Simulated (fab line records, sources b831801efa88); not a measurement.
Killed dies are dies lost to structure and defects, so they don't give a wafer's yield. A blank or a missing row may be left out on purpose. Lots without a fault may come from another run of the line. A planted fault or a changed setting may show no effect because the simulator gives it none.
fab line records | flow gf180mcu
record lots=6 wafers=18 last_day=34
route steps=602 shown PSD@249 NSD@262
lots that met no fault: from a run of the same line without faults
start_h: hours from the record's first day to the start of the lot's first wafer shown | wait_h: hours since the lot's step before | " the same as in the row above | L1.1+2: a row that stands for several wafers | - no value, or no start given | * or withheld: withheld | < > ~ a bound
route shown NAME@n: a module of which the file shows steps, and the number in the route of the first | usual: mean/standard deviation of fault-free wafers | same: alike in all rows | chamber/n: place in a boat | sites: the reading at each site | _std_site: their standard deviation | _edge_site: outer sites' mean less inner sites' | radius_mm: how far each site lies from the wafer's centre | mask NAME#n: copy n | behind: the tool/chamber that last shaped the wafer | hold: why the lot was held/for how many hours/how that ended | device: the transistor (n, p or np) that didn't switch | end of line: the same wafers' tests at the end of the route | a step without rows: its recipe alone | killed: dies lost to structure and defects at the first sort, not the wafer's yield | map: a wafer's dies, x killed, . not, _ none there
set.NAME: the setting as run; set.NAME@STEP: as run at that earlier step | model.NAME: the simulator's own value behind a step, which no gauge read
lots at some steps of the route; a table a step, a row a wafer
services: from which hour (start_h, from the record's first day; less than 0 if before it) a tool's chamber was out of use, for how many hours, and why
## steps
# step GF_PSD_HMDS_01
# recipe prime_time_s=60 prime_temp_c=120
# step GF_PSD_COAT_02
# recipe resist=NOVOLAK spin_rpm=3000 resist_thk_nm=1000
# step GF_PSD_SOFTBAKE_03
# recipe temp_c=90 time_s=60 resist=NOVOLAK
# step GF_PSD_EXPOSE_04
# recipe mask_id=Pplus target_cd_nm=400 na=0.6 source_shape=conventional sigma_outer=0.6 dose_mj=140
# step GF_PSD_PEB_05
# recipe temp_c=withheld time_s=* resist=NOVOLAK
# step GF_PSD_DEVELOP_06
# recipe develop_time_s=60 dev_temp_c=23
# step GF_PSD_CD_MEAS_07
# recipe target_cd_nm=400
# usual cd_nm=399.1/1.9
# columns lot.wafer tool chamber start_h wait_h cd_nm
L310.2 cd_sem-01 - 374.62 0.1 399.2
L310.3 " - " " 400.7
L310.4 " - " " 400.6
L316.1 cd_sem-02 - 418.05 0.1 397.6
L316.2 " - " " 399.3
L316.3 " - " " 398.4
L317.1 cd_sem-02 - 430.00 0.1 397.9
L317.5 " - " " 396.8
L317.6 " - " " 394.6
L323.1 cd_sem-02 - 477.70 0.2 397.7
L323.3 " - " " 396.3
L323.4 " - " " 398.5
L324.2 cd_sem-01 - 495.27 0.1 401.1
L324.3 " - " " 401.9
L324.6 " - " " 401.3
L326.2 cd_sem-01 - 506.49 0.1 396.0
L326.4 " - " " 396.0
L326.6 " - " " 397.5
# step GF_PSD_OVL_MEAS_08
# usual PSD_OVL=-0.2/1.4
# columns lot.wafer tool chamber start_h wait_h PSD_OVL[nm]
L310.2 overlay-01 - 374.73 0.1 2.9
L310.3 " - " " 2.3
L310.4 " - " " 2.1
L316.1 overlay-02 - 418.17 0.1 -2.9
L316.2 " - " " -3.8
L316.3 " - " " -5.0
L317.1 overlay-02 - 430.12 0.1 0.7
L317.5 " - " " 0.2
L317.6 " - " " 0.9
L323.1 overlay-01 - 477.82 0.1 -0.6
L323.3 " - " " 1.4
L323.4 " - " " 0.1
L324.2 overlay-01 - 495.38 0.1 0.3
L324.3 " - " " -0.2
L324.6 " - " " -1.6
L326.2 overlay-01 - 506.59 0.1 -0.3
L326.4 " - " " 0.2
L326.6 " - " " 1.6
# step GF_PSD_IMPLANT_09
# recipe species=BF2 energy_kev=40 dose_cm2=1.458e+15 tilt_deg=7
# step GF_PSD_STRIP_10
# recipe chemistry=O2/N2 power_w=1400 pressure_mtorr=1500 platen_temp_c=250 o2_flow_sccm=3000 n2_flow_sccm=300 overash_fraction=0.5
# usual drypump_motor_current_A=6.0/0.42 heater_power_w=327/36 oes_product_au=0.594/0.0048 strip_time_to_endpoint_s=16.44/0.039
# columns lot.wafer tool chamber start_h wait_h drypump_motor_current_A heater_power_w oes_product_au rf_hours_counter_h strip_time_to_endpoint_s
L310.2 plasma_asher-02 0 374.91 0.1 6.8 349 0.597 70 16.45
L310.3 " 0 " " 6.8 353 0.593 - 16.47
L310.4 " 1 " " 6.5 366 0.591 - 16.40
L316.1 plasma_asher-02 1 418.36 0.1 6.5 360 0.597 75 16.37
L316.2 " 0 " " 6.8 349 0.599 75 16.36
L316.3 " 1 " " 6.5 358 0.596 - 16.36
L317.1 plasma_asher-03 0 430.31 0.1 5.7 361 0.595 0 16.42
L317.5 " 1 " " 5.7 275 0.597 - 16.42
L317.6 " 0 " " 5.7 362 0.593 - 16.47
L323.1 plasma_asher-03 0 478.00 0.1 5.8 359 0.593 5 16.49
L323.3 " 1 " " 5.7 276 0.594 - 16.47
L323.4 " 0 " " 5.8 359 0.597 - 16.48
L324.2 plasma_asher-03 0 495.56 0.1 5.8 359 0.594 6 16.45
L324.3 " 1 " " 5.7 268 0.592 - 16.43
L324.6 " 0 " " 5.7 365 0.595 - 16.48
L326.2 plasma_asher-03 1 506.77 0.1 5.7 273 0.589 7 16.46
L326.4 " 1 " " 5.7 272 0.604 - 16.47
L326.6 " 0 " " 5.8 363 0.597 - 16.44
# step GF_PSD_TW_MEAS_11
# usual PSD_TW=3170/19
# columns lot.wafer tool chamber start_h wait_h PSD_TW
L310.2 film_metro-04 - 375.02 0.1 3148
L310.3 " - " " 3142
L310.4 " - " " 3156
L316.1 film_metro-04 - 418.46 0.1 3147
L316.2 " - " " 3141
L316.3 " - " " 3147
L317.1 film_metro-03 - 430.44 0.1 3175
L317.5 " - " " 3185
L317.6 " - " " 3183
L323.1 film_metro-03 - 478.10 0.1 3182
L323.3 " - " " 3204
L323.4 " - " " 3177
L324.2 film_metro-03 - 495.67 0.1 3183
L324.3 " - " " 3182
L324.6 " - " " 3169
L326.2 film_metro-04 - 506.88 0.1 3158
L326.4 " - " " 3154
L326.6 " - " " 3155
# step GF_PSD_CLEAN_12
# recipe chemistry=SC1/SC2 mix=1:4:20 temp_c=70 time_s=150 dry=n2_spin
# step GF_PSD_RTA_13
# recipe temp_c=1025 time_s=20 ambient=N2
# usual anneal_temp_c_max=1031.2/1.5 chamber_o2_ppm=1.993/0.025 lamp_power_pct=33.7/1.2 wafer_temp_C_max=1031.2/1.1
# columns lot.wafer tool chamber start_h wait_h anneal_temp_c_max chamber_o2_ppm lamp_power_pct wafer_temp_C_max
L310.2 rtp_anneal-02 0 375.13 0.0 1030.0 1.993 34.8 1030.9
L310.3 " 0 " " 1030.5 1.982 34.7 1031.0
L310.4 " 0 " " 1030.1 1.996 34.7 1030.8
L316.1 rtp_anneal-01 - 418.57 0.0 - - - -
L316.2 " - " " - - - -
L316.3 " - " " - - - -
L317.1 rtp_anneal-01 - 430.55 0.0 - - - -
L317.5 " - " " - - - -
L317.6 " - " " - - - -
L323.1 rtp_anneal-02 0 478.21 0.0 1029.3 1.999 34.8 1030.1
L323.3 " 0 " " 1029.2 2.016 34.8 1030.9
L323.4 " 0 " " 1029.9 1.991 34.7 1029.9
L324.2 rtp_anneal-01 0 495.78 0.0 1031.2 2.002 32.2 1031.9
L324.3 " 0 " " 1032.4 1.979 32.2 1032.3
L324.6 " 0 " " 1034.0 1.946 32.2 1031.3
L326.2 rtp_anneal-02 0 507.00 0.0 1030.0 1.946 34.7 1032.6
L326.4 " 0 " " 1030.7 2.006 34.8 1032.9
L326.6 " 0 " " 1029.5 1.968 34.8 1032.3
# step GF_PSD_RS_MEAS_14
# recipe thk_meas_gauge=four-point-probe
# usual NSD_RS=46.11/0.088
# columns lot.wafer tool chamber start_h wait_h NSD_RS[ohm/sq]
L310.2 film_metro-03 - 375.22 0.1 46.17
L310.3 " - " " 46.08
L310.4 " - " " 46.18
L316.1 film_metro-03 - 418.65 0.1 -
L316.2 " - " " -
L316.3 " - " " -
L317.1 film_metro-04 - 430.63 0.1 -
L317.5 " - " " -
L317.6 " - " " -
L323.1 film_metro-04 - 478.30 0.1 46.16
L323.3 " - " " 46.33
L323.4 " - " " 46.23
L324.2 film_metro-03 - 495.92 0.1 46.20
L324.3 " - " " 46.18
L324.6 " - " " 46.22
L326.2 film_metro-04 - 507.09 0.1 46.12
L326.4 " - " " 46.12
L326.6 " - " " 46.02
# step GF_PSD_RS_MEAS_15
# recipe thk_meas_gauge=four-point-probe
# usual PSD_RS=109.2/0.31
# columns lot.wafer tool chamber start_h wait_h PSD_RS[ohm/sq]
L310.2 film_metro-03 - 375.34 0.1 109.7
L310.3 " - " " 109.6
L310.4 " - " " 109.5
L316.1 film_metro-03 - 418.77 0.1 -
L316.2 " - " " -
L316.3 " - " " -
L317.1 film_metro-04 - 430.75 0.1 -
L317.5 " - " " -
L317.6 " - " " -
L323.1 film_metro-04 - 478.42 0.1 109.6
L323.3 " - " " 109.6
L323.4 " - " " 109.5
L324.2 film_metro-03 - 496.04 0.1 109.6
L324.3 " - " " 109.6
L324.6 " - " " 109.6
L326.2 film_metro-04 - 507.21 0.1 109.3
L326.4 " - " " 109.3
L326.6 " - " " 109.3
## services
# columns tool chamber start_h hours kind
rtp_anneal-01 - 373.29 1.2 pm
plasma_asher-03 - 421.25 9.0 pm
plasma_asher-03 0 421.25 9.0 vent_cycle
plasma_asher-03 1 421.25 9.0 vent_cycle
plasma_asher-03 0 430.25 - clean
plasma_asher-03 1 430.25 - clean
plasma_asher-03 - 450.34 0.6 repair
plasma_asher-03 - 488.28 3.0 repair
## key
first_sign step=GF_PSD_RTA_13 reading=tool_record direction=missing
effect step=GF_PSD_RS_MEAS_14 reading=NSD_RS direction=missing
effect step=GF_PSD_RS_MEAS_15 reading=PSD_RS direction=missing
met_at GF_PSD_RTA_13
struck_wafers L316.1,L316.2,L316.3,L317.1,L317.5,L317.6
later_rows_left_out L316.1,L316.2,L316.3,L317.1,L317.5,L317.6
sort_left_out L316.1,L316.2,L316.3,L317.1,L317.5,L317.6
tester_left_out L316,L317
fault kind=skipped_step_whole tool=rtp_anneal-01 chamber=- onset_h=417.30 steps=GF_PSD_RTA_13 scope=struck_lots_only
# tester_left_out: of these lots the tester's yield and bins aren't shown, on N5 and GAA mostly nor the transistor test; their killed dies are dies lost to structure and defects alone, not to doping, threshold or leakage, so they don't give the yield
# sort_left_out: the simulated sort isn't trusted on such a fault, so these wafers' sort isn't shown, and their yield isn't known
# later_rows_left_out: the simulator's readings of these wafers behind a module that went badly wrong aren't trusted and aren't shown, but for the sort
